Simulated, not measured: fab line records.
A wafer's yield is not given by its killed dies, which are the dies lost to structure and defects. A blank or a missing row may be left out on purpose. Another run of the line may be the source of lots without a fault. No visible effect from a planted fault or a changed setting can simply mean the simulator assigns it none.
Which of the tools did it? / flow sky130 / 39 wafers from 13 lots sampled at 4 of the route's 708 steps

== WHAT EACH GAUGE READ, for each wafer ==
SKY_METAL4_OVL_MEAS_14. Usual: for METAL4_OVL the level is 3 nm and the standard deviation is 5.6.
lot=L913; measured=day 41 11:07; on=overlay-01; METAL4_OVL (nm)=10 13 7; flag=
lot=L915; measured=day 42 03:43; on=overlay-01; METAL4_OVL (nm)=5 7 9; flag=
lot=L916; measured=day 42 10:55; on=overlay-01; METAL4_OVL (nm)=7 2 1; flag=
lot=L922; measured=day 44 12:47; on=overlay-01; METAL4_OVL (nm)=3 5 4; flag=
lot=L925; measured=day 45 03:04; on=overlay-01; METAL4_OVL (nm)=8 6 0; flag=
lot=L926; measured=day 45 07:28; on=overlay-01; METAL4_OVL (nm)=2 8 5; flag=
lot=L928; measured=day 46 03:14; on=overlay-02; METAL4_OVL (nm)=2 -2 0; flag=
lot=L930; measured=day 46 11:07; on=overlay-02; METAL4_OVL (nm)=1 4 5; flag=
lot=L931; measured=day 46 14:11; on=overlay-02; METAL4_OVL (nm)=6 2 5; flag=
lot=L933; measured=day 46 22:20; on=overlay-01; METAL4_OVL (nm)=9 9 11; flag=
lot=L934; measured=day 47 07:06; on=overlay-02; METAL4_OVL (nm)=-7 -8 -7; flag=
lot=L935; measured=day 47 09:15; on=overlay-02; METAL4_OVL (nm)=0 -6 1; flag=
lot=L936; measured=day 47 16:28; on=overlay-01; METAL4_OVL (nm)=-6 0 -5; flag=

SKY_PAD_OPEN_BOW_MEAS_13. Usual: for PAD_OPEN_BOW the level is 45 um and the standard deviation is 7.9.
lot=L913; measured=day 45 11:51; on=film_metro-04; PAD_OPEN_BOW (um)=39 45 35; flag=
lot=L915; measured=day 46 02:17; on=film_metro-02; PAD_OPEN_BOW (um)=45 56 48; flag=
lot=L916; measured=day 46 09:58; on=film_metro-04; PAD_OPEN_BOW (um)=49 53 53; flag=
lot=L922; measured=day 48 04:32; on=film_metro-04; PAD_OPEN_BOW (um)=50 42 33; flag=
lot=L925; measured=day 48 15:54; on=film_metro-04; PAD_OPEN_BOW (um)=38 45 49; flag=
lot=L926; measured=day 48 20:48; on=film_metro-04; PAD_OPEN_BOW (um)=49 48 51; flag=
lot=L928; measured=day 49 11:41; on=film_metro-03; PAD_OPEN_BOW (um)=44 42 30; flag=
lot=L930; measured=day 49 22:29; on=film_metro-03; PAD_OPEN_BOW (um)=52 54 46; flag=
lot=L931; measured=day 50 01:03; on=film_metro-04; PAD_OPEN_BOW (um)=44 29 38; flag=
lot=L933; measured=day 50 05:41; on=film_metro-04; PAD_OPEN_BOW (um)=28 46 49; flag=
lot=L934; measured=day 50 13:13; on=film_metro-02; PAD_OPEN_BOW (um)=43 49 35; flag=
lot=L935; measured=day 50 15:36; on=film_metro-02; PAD_OPEN_BOW (um)=50 49 39; flag=
lot=L936; measured=day 50 19:54; on=film_metro-03; PAD_OPEN_BOW (um)=48 52 32; flag=

== WHICH TOOL RAN EACH LOT (tool, then ch and the chambers of the sampled wafers, then the start) ==
lot=L913; SKY_CONTACT_CMP_04=cmp-02 ch 0,3, day 30 07:11; SKY_PAD_OPEN_ETCH_07=rie_diel-01 ch 0,1,3, day 45 09:17
lot=L915; SKY_CONTACT_CMP_04=cmp-01 ch 0,1,3, day 30 22:22; SKY_PAD_OPEN_ETCH_07=rie_diel-01 ch 1,2,3, day 45 23:59
lot=L916; SKY_CONTACT_CMP_04=cmp-01 ch 0,1,3, day 31 07:55; SKY_PAD_OPEN_ETCH_07=rie_diel-04 ch 0,1,3, day 46 07:25
lot=L922; SKY_CONTACT_CMP_04=cmp-01 ch 1,2, day 33 17:01; SKY_PAD_OPEN_ETCH_07=rie_diel-03 ch 0,1, day 48 02:10
lot=L925; SKY_CONTACT_CMP_04=cmp-02 ch 1,2,3, day 34 07:44; SKY_PAD_OPEN_ETCH_07=rie_diel-04 ch 0,1,2, day 48 12:41
lot=L926; SKY_CONTACT_CMP_04=cmp-02 ch 0,1,2, day 34 16:47; SKY_PAD_OPEN_ETCH_07=rie_diel-04 ch 0,1,3, day 48 18:35
lot=L928; SKY_CONTACT_CMP_04=cmp-01 ch 0,2,3, day 35 13:14; SKY_PAD_OPEN_ETCH_07=rie_diel-01 ch 0,2, day 49 09:29
lot=L930; SKY_CONTACT_CMP_04=cmp-01 ch 0,3, day 36 04:35; SKY_PAD_OPEN_ETCH_07=rie_diel-01 ch 0,2,3, day 49 20:14
lot=L931; SKY_CONTACT_CMP_04=cmp-01 ch 0,3, day 36 06:08; SKY_PAD_OPEN_ETCH_07=rie_diel-01 ch 0,2,3, day 49 22:16
lot=L933; SKY_CONTACT_CMP_04=cmp-01 ch 0,1,2, day 36 16:23; SKY_PAD_OPEN_ETCH_07=rie_diel-01 ch 0,3, day 50 02:10
lot=L934; SKY_CONTACT_CMP_04=cmp-01 ch 0,1, day 37 02:17; SKY_PAD_OPEN_ETCH_07=rie_diel-03 ch 0,1, day 50 10:16
lot=L935; SKY_CONTACT_CMP_04=cmp-02 ch 1,3, day 37 08:59; SKY_PAD_OPEN_ETCH_07=rie_diel-01 ch 1,2, day 50 12:35
lot=L936; SKY_CONTACT_CMP_04=cmp-01 ch 1,2, day 37 12:50; SKY_PAD_OPEN_ETCH_07=rie_diel-04 ch 1,2, day 50 17:35
- SKY_CONTACT_CMP_04: polishes SiO2.
- SKY_PAD_OPEN_ETCH_07: etches the open film in CF4/O2, stops on AlCu, target depth 725 nm, time 161.1 s.

== WHAT THE TOOLS THEMSELVES READ (means of the sampled wafers that have a number; where no wafer has one, the mark that the record gives instead) ==
SKY_CONTACT_CMP_04. Usual: motor_current_A 12.0 A, standard deviation 1.1; slurry_filter_dp_kPa 13.47 kPa, standard deviation 0.14; time_to_endpoint_s 81 s, standard deviation 4.5.
lot=L913; tool=cmp-02; motor_current_A (A)=12.2; slurry_filter_dp_kPa (kPa)=13.54; time_to_endpoint_s (s)=79; flag=
lot=L915; tool=cmp-01; motor_current_A (A)=11.5; slurry_filter_dp_kPa (kPa)=13.42; time_to_endpoint_s (s)=76; flag=
lot=L916; tool=cmp-01; motor_current_A (A)=11.8; slurry_filter_dp_kPa (kPa)=13.47; time_to_endpoint_s (s)=80; flag=
lot=L922; tool=cmp-01; motor_current_A (A)=11.9; slurry_filter_dp_kPa (kPa)=13.36; time_to_endpoint_s (s)=82; flag=
lot=L925; tool=cmp-02; motor_current_A (A)=12.8; slurry_filter_dp_kPa (kPa)=13.51; time_to_endpoint_s (s)=79; flag=
lot=L926; tool=cmp-02; motor_current_A (A)=13.6; slurry_filter_dp_kPa (kPa)=13.58; time_to_endpoint_s (s)=84; flag=
lot=L928; tool=cmp-01; motor_current_A (A)=11.3; slurry_filter_dp_kPa (kPa)=13.48; time_to_endpoint_s (s)=77; flag=
lot=L930; tool=cmp-01; motor_current_A (A)=10.9; slurry_filter_dp_kPa (kPa)=13.47; time_to_endpoint_s (s)=79; flag=
lot=L931; tool=cmp-01; motor_current_A (A)=11.5; slurry_filter_dp_kPa (kPa)=13.37; time_to_endpoint_s (s)=76; flag=
lot=L933; tool=cmp-01; motor_current_A (A)=11.5; slurry_filter_dp_kPa (kPa)=13.50; time_to_endpoint_s (s)=84; flag=
lot=L934; tool=cmp-01; motor_current_A (A)=11.8; slurry_filter_dp_kPa (kPa)=13.58; time_to_endpoint_s (s)=81; flag=
lot=L935; tool=cmp-02; motor_current_A (A)=11.4; slurry_filter_dp_kPa (kPa)=13.61; time_to_endpoint_s (s)=87; flag=
lot=L936; tool=cmp-01; motor_current_A (A)=11.5; slurry_filter_dp_kPa (kPa)=13.44; time_to_endpoint_s (s)=85; flag=

SKY_PAD_OPEN_ETCH_07. Usual: O2_flow_sccm 10.00 sccm, standard deviation 0.032; bias_w 150.0 W, standard deviation 0.48; drypump_motor_current_A 5.9 A, standard deviation 0.44; oes_product_au 0.978 a.u., standard deviation 0.0073; throttle_valve_pct 5.964 %, standard deviation 0.0091.
lot=L913; tool=rie_diel-01; O2_flow_sccm (sccm)=9.99; bias_w (W)=149.9; drypump_motor_current_A (A)=5.9; oes_product_au (a.u.)=0.981; throttle_valve_pct (%)=5.968; flag=
lot=L915; tool=rie_diel-01; O2_flow_sccm (sccm)=10.03; bias_w (W)=150.1; drypump_motor_current_A (A)=5.8; oes_product_au (a.u.)=0.976; throttle_valve_pct (%)=5.972; flag=
lot=L916; tool=rie_diel-04; O2_flow_sccm (sccm)=9.99; bias_w (W)=149.6; drypump_motor_current_A (A)=6.1; oes_product_au (a.u.)=0.977; throttle_valve_pct (%)=5.964; flag=
lot=L922; tool=rie_diel-03; O2_flow_sccm (sccm)=9.99; bias_w (W)=150.1; drypump_motor_current_A (A)=5.8; oes_product_au (a.u.)=0.985; throttle_valve_pct (%)=5.964; flag=
lot=L925; tool=rie_diel-04; O2_flow_sccm (sccm)=9.98; bias_w (W)=149.7; drypump_motor_current_A (A)=5.9; oes_product_au (a.u.)=0.979; throttle_valve_pct (%)=5.962; flag=
lot=L926; tool=rie_diel-04; O2_flow_sccm (sccm)=9.99; bias_w (W)=149.4; drypump_motor_current_A (A)=6.1; oes_product_au (a.u.)=0.976; throttle_valve_pct (%)=5.950; flag=
lot=L928; tool=rie_diel-01; O2_flow_sccm (sccm)=9.99; bias_w (W)=150.3; drypump_motor_current_A (A)=6.3; oes_product_au (a.u.)=0.974; throttle_valve_pct (%)=5.957; flag=
lot=L930; tool=rie_diel-01; O2_flow_sccm (sccm)=10.01; bias_w (W)=150.3; drypump_motor_current_A (A)=6.0; oes_product_au (a.u.)=0.975; throttle_valve_pct (%)=5.974; flag=
lot=L931; tool=rie_diel-01; O2_flow_sccm (sccm)=10.01; bias_w (W)=150.4; drypump_motor_current_A (A)=6.0; oes_product_au (a.u.)=0.975; throttle_valve_pct (%)=5.962; flag=
lot=L933; tool=rie_diel-01; O2_flow_sccm (sccm)=10.00; bias_w (W)=150.8; drypump_motor_current_A (A)=6.1; oes_product_au (a.u.)=0.980; throttle_valve_pct (%)=5.966; flag=
lot=L934; tool=rie_diel-03; O2_flow_sccm (sccm)=10.02; bias_w (W)=149.9; drypump_motor_current_A (A)=5.8; oes_product_au (a.u.)=0.970; throttle_valve_pct (%)=5.956; flag=
lot=L935; tool=rie_diel-01; O2_flow_sccm (sccm)=9.99; bias_w (W)=150.2; drypump_motor_current_A (A)=5.9; oes_product_au (a.u.)=0.975; throttle_valve_pct (%)=5.966; flag=
lot=L936; tool=rie_diel-04; O2_flow_sccm (sccm)=10.02; bias_w (W)=150.1; drypump_motor_current_A (A)=5.8; oes_product_au (a.u.)=0.983; throttle_valve_pct (%)=5.968; flag=

== THE ANSWER, worked out from the rows above alone ==
Rule: a lot counts as off when the mean over its wafers that have a number is more than 3 standard deviations away from the usual mean. A lot without any number at a reading at which 4 lots or more have one is off too. All remaining lots with rows at the step are treated as sound. After the gauges, taken in route order, come the tools' own readings; for these a lot's mean is taken, as printed above. At the first step where some lot is off, the reading lying furthest off is the one used; lots without a number count as furthest.
No lot is off on any of the readings shown, so nothing can be concluded from this.

== WHAT WAS PUT IN BY THE SIMULATOR ==
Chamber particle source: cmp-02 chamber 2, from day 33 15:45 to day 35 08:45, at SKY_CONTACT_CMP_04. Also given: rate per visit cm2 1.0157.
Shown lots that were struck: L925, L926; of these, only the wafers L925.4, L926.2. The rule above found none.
